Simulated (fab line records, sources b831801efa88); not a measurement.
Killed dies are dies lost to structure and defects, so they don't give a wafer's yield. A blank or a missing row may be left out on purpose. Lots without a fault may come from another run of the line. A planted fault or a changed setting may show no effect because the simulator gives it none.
Problem report in the 8D (eight disciplines) form, filled by code | flow sky130 | the parts of the form that need people (team, actions taken, sign-off) are left out

1. THE PROBLEM
beam_energy_keV at SKY_NWELL_IMPLANT_11 reads a mean of 386.38 on 6 wafers of 2 lots; wafers without a fault read 400.00 with a standard deviation of 0.13. That is -99 or more standard deviations from the usual mean.
First seen on wafer L264.1, day 7 15:49, on implanter-01. The record holds 39 wafers of 13 lots with a number at this step. Rule for "out", or "out of limits": more than 4 standard deviations from the usual mean. The other wafers with a number count as sound.

2. WHAT IT IS AND WHAT IT IS NOT
question                    | is                     | is not
which readings at this step | beam_energy_keV        | -
which lots                  | L264, L267             | L252, L253, L255, L257, L258, L259, L262, L271, L272, L273, L274
which wafers of those lots  | all that have a number | -
read on which tools         | implanter-01           | implanter-02, implanter-03
when                        | from day 7 15:49       | up to then (21 sound wafers); but 12 sound wafers of L271, L272, L273, L274 came after

3. SUSPECTS, AND WHAT RULES EACH OUT
Counting: a tool at a process step up to the reading stays a suspect if it ran every lot that is out and no sound lot after the first of them.
- implanter-01 at SKY_NWELL_IMPLANT_11: kept. It ran every lot that is out, first L264 (day 7 15:49), and no sound lot after that; its last sound lot up to then is L257 (day 6 03:41). Its own readings are out on those wafers: beam_energy_keV.
Left after counting: implanter-01 at SKY_NWELL_IMPLANT_11.

4. THE CAUSE (what the simulator had put in)
Process parameter drift: implanter-01, from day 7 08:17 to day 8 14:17, at SKY_NWELL_IMPLANT_11. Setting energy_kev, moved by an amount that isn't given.
Counting left only this tool.

5. THE CHAIN OF EFFECTS, in route order
Each row: a reading whose mean over the struck wafers that have a number lies more than 3 standard deviations from the usual. Only readings for which the record gives a usual standard deviation are gone through. hours: the time from each lot's start at the first step in this table that gives one to its start at this step, as a median over the lots. sigmas: the change in usual standard deviations.
hours | step                 | reading         | usual        | on struck wafers | change | sigmas
0     | SKY_NWELL_IMPLANT_11 | beam_energy_keV | 400.00       | 386.38           | -13.62 | -99 or more
21    | SKY_NWELL_RS_MEAS_29 | NWELL_RS        | 623.8 ohm/sq | 629.6            | +5.8   | +3.4
The process steps in it:
- SKY_NWELL_IMPLANT_11
Later measuring or inspecting steps at which every struck wafer that the step has a row for has a number for every such reading, and none has moved that far: SKY_GATE_OXIDE_OVL_MEAS_10, SKY_METAL1_OVL_MEAS_16.

6. WHAT WOULD HAVE CAUGHT IT SOONER
In this record the first reading out of limits was taken at day 7 15:49, 8 hours after the fault began at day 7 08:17.
